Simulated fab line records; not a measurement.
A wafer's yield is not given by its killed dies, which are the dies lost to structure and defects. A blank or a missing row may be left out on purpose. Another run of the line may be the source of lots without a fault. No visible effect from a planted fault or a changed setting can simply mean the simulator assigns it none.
Chamber matching | flow gf180mcu | rie-diel-01 running GF_V3_ETCH_16: 4 sister chambers
The step etches BARC in N2/H2. 22 wafers are shown with their chamber, then 11 later ones without.

== WAFERS WITH THEIR CHAMBER ==
wafer  | chamber | drypump-motor-current-A (A) | oes-product-au (a.u.) | throttle-valve-pct (%)
L074.4 | 0       | 6.1                         | 0.856                 | 13.219
L074.5 | 3       | 5.8                         | 0.846                 | 13.242
L074.6 | 0       | 6.1                         | 0.848                 | 13.224
L075.1 | 0       | 6.0                         | 0.861                 | 13.215
L075.2 | 2       | 6.0                         | 0.859                 | 13.238
L075.6 | 3       | 5.8                         | 0.850                 | 13.241
L076.1 | 1       | 6.0                         | 0.857                 | 13.220
L076.3 | 3       | 5.8                         | 0.843                 | 13.221
L076.4 | 0       | 6.1                         | 0.855                 | 13.223
L078.1 | 2       | 6.0                         | 0.857                 | 13.219
L078.2 | 1       | 6.0                         | 0.859                 | 13.217
L078.4 | 0       | 6.1                         | 0.853                 | 13.227
L079.1 | 2       | 6.0                         | 0.851                 | 13.225
L079.3 | 3       | 5.8                         | 0.845                 | 13.223
L079.4 | 0       | 6.0                         | 0.854                 | 13.244
L083.1 | 0       | 6.0                         | 0.862                 | 13.218
L083.2 | 2       | 6.0                         | 0.854                 | 13.233
L083.6 | 1       | 6.1                         | 0.847                 | 13.220
L084.1 | 3       | 5.8                         | 0.855                 | 13.220
L084.3 | 1       | 6.0                         | 0.861                 | 13.225
L084.6 | 2       | 6.0                         | 0.857                 | 13.227
L087.1 | 1       | 6.0                         | 0.847                 | 13.214

SIGNATURES (averages over the wafers above)
reading                 | chamber 0 | chamber 1 | chamber 2 | chamber 3 | scatter within a chamber
drypump-motor-current-A | 6.057     | 6.020     | 6.000     | 5.800     | 0.0374
oes-product-au          | 0.85557   | 0.85420   | 0.85560   | 0.84780   | 0.00499
throttle-valve-pct      | 13.22429  | 13.21920  | 13.22840  | 13.22940  | 0.00858
Rule: a wafer's distance from a chamber is the root of the sum, over the readings, of the square of ((its reading less the chamber's mean) divided by the reading's scatter). If the next closest chamber is less than 2 further off than the closest, the wafer can't be placed; otherwise it belongs to the closest. The scatter is the square root of a quotient: the sum, over the shown wafers, of each reading's squared deviation from its chamber's mean, divided by wafers minus chambers.

== WAFERS MISSING THEIR CHAMBER ==
wafer  | drypump-motor-current-A (A) | oes-product-au (a.u.) | throttle-valve-pct (%)
L087.4 | 6.0                         | 0.856                 | 13.235
L087.6 | 6.1                         | 0.852                 | 13.216
L090.1 | 5.9                         | 0.853                 | 13.226
L090.4 | 6.1                         | 0.865                 | 13.222
L090.5 | 6.0                         | 0.862                 | 13.233
L091.2 | 6.0                         | 0.851                 | 13.217
L091.3 | 5.9                         | 0.853                 | 13.235
L091.6 | 5.9                         | 0.855                 | 13.233
L097.1 | 6.0                         | 0.850                 | 13.207
L097.2 | 6.1                         | 0.859                 | 13.231
L097.6 | 5.8                         | 0.863                 | 13.223

== EACH ONE'S CHAMBER ==
wafer  | from the rows above               | in truth
L087.4 | can't be placed: 2 or 1 or 0      | 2
L087.6 | can't be placed: 0 or 1 or 2      | 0
L090.1 | can't be placed: 2 or 3 or 1 or 0 | 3
L090.4 | can't be placed: 0 or 1 or 2      | 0
L090.5 | can't be placed: 2 or 0 or 1      | 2
L091.2 | can't be placed: 1 or 2 or 0      | 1
L091.3 | can't be placed: 2 or 3 or 1 or 0 | 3
L091.6 | can't be placed: 2 or 3 or 1 or 0 | 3
L097.1 | can't be placed: 1 or 2 or 0      | 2
L097.2 | can't be placed: 0 or 1 or 2      | 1
L097.6 | 3                                 | 3
Correct placement for 1 of the 11. These rows do not allow placing 10 (true chamber among the candidates in 10). 0 placed wrongly.
